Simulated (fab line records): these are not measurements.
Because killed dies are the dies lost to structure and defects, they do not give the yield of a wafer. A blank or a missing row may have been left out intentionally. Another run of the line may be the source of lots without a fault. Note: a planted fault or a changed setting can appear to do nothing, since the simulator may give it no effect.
Which of the tools did it?	flow gf180mcu	18 wafers from 6 lots sampled at 3 of the route's 602 steps

== WHAT EACH GAUGE READ, for each wafer ==
GF_HV_LDD_CD_MEAS_19 targets a cd of 400 nm.
lot	measured	on	cd_nm (nm)
L496	day 13 08:38	cd_sem-02	396.4 398.0 398.1
L499	day 14 05:48	cd_sem-01	399.3 400.3 401.1
L504	day 15 20:22	cd_sem-01	401.3 399.6 399.6
L506	day 16 09:16	cd_sem-01	399.7 397.4 399.9
L509	day 17 11:07	cd_sem-01	396.8 395.0 397.1
L511	day 18 02:35	cd_sem-02	393.4 392.1 393.4

== WHAT TOOL EACH LOT RAN ON (gives the tool, then ch and the chambers of the sampled wafers, and finally the start) ==
lot	GF_STI_ETCH_13	GF_HV_LDD_EXPOSE_16
L496	rie_diel-02 ch 1,2,3, day 3 18:56	iline_stepper-01 ch 0, day 12 22:21
L499	rie_diel-02 ch 0,1, day 4 10:20	iline_stepper-02 ch 0, day 13 19:30
L504	rie_diel-03 ch 1,2, day 5 11:53	iline_stepper-02 ch 0, day 15 09:55
L506	rie_diel-02 ch 0,2,3, day 5 21:14	iline_stepper-02 ch 0, day 15 22:19
L509	rie_diel-04 ch 0,1,3, day 6 15:59	iline_stepper-02 ch 0, day 16 23:54
L511	rie_diel-02 ch 0,3, day 7 00:29	iline_stepper-02 ch 0, day 17 15:31
- GF_STI_ETCH_13: etches the open film in CHF3/O2, stops on Si, target depth 282.31 nm, time 112.9 s.
- GF_HV_LDD_EXPOSE_16: exposes mask Pplus LV AREA, target cd 400 nm.

== THE ANSWER, worked out from the rows above alone ==
Rule: usual is defined by the lots themselves. The widest of any qualifying gaps counts: lots, ordered by their means at a reading, are off when they make up no more than a third of the lots, leave a main group of 4 or more, and stand apart from it by 3 or more times the standard deviation of that group's means. A main group is skipped when, at the precision printed for the reading in the tables above, its means are all equal. Also off: a lot with no number at a reading for which 4 or more lots have one. Where the step has rows for the other lots, those lots are counted as sound.
No lot is off on any of the readings shown, so nothing can be concluded from this.

== WHAT THE SIMULATOR HAD INSERTED ==
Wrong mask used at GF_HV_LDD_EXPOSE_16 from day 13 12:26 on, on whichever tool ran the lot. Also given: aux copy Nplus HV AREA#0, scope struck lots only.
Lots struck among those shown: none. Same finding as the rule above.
